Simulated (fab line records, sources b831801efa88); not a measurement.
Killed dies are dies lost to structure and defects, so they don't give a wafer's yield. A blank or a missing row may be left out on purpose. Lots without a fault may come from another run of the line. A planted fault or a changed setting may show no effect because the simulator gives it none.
One fault seen from 2 desks | flow sfq_line | each desk has only its own numbers; what lay behind them comes last

THE TOOL OWNER'S DESK: rie_diel-02
The tool's own readings at SFQ_TRILAYER_I0_VIA_BARC_OPEN_VIA_ETCH_046 (etches BARC in O2, target depth 125 nm, time 41.7 s): means of the sampled wafers that have a number, for each lot that ran on this tool. A lot is out of limits, marked OUT, if its mean lies more than 4 standard deviations from the usual mean; the brackets give that distance.
Columns: A = drypump_motor_current_A at SFQ_TRILAYER_I0_VIA_BARC_OPEN_VIA_ETCH_046, usual 5.7 A; B = oes_product_au at SFQ_TRILAYER_I0_VIA_BARC_OPEN_VIA_ETCH_046, usual 0.685 a.u.
lot  | first seen here | A   | B
L692 | day 14 00:01    | 6.0 | 0.684
L701 | day 17 01:35    | 5.9 | 0.683
L702 | day 17 08:47    | 5.9 | 0.688
L711 | day 27 04:35    | 5.8 | 0.682
This desk's finding: nothing out of limits on any of the 4 lots.

THE METROLOGY DESK
What the gauges read, lot by lot, whatever tool the lot ran on: means of the sampled wafers that have a number. A lot is out of limits, marked OUT, if its mean lies more than 4 standard deviations from the usual mean; the brackets give that distance.
Columns: A = I0_BOW at SFQ_I0_BOW_MEAS_907, usual 1 um; B = I0_OVL at SFQ_I0_OVL_MEAS_908, usual -1 nm
lot  | first seen here | A  | B
L691 | day 13 07:40    | -1 | 1
L692 | day 13 13:41    | 4  | -5
L701 | day 16 22:01    | 9  | -6
L702 | day 17 05:11    | 1  | 0
L707 | day 18 21:24    | 5  | 5
L711 | day 20 18:52    | 3  | -5
This desk's finding: nothing out of limits on any of the 6 lots.

PUT TOGETHER
The tool owner's desk saw nothing out of limits.
The metrology desk saw nothing out of limits.

WHAT THE SIMULATOR HAD PUT IN
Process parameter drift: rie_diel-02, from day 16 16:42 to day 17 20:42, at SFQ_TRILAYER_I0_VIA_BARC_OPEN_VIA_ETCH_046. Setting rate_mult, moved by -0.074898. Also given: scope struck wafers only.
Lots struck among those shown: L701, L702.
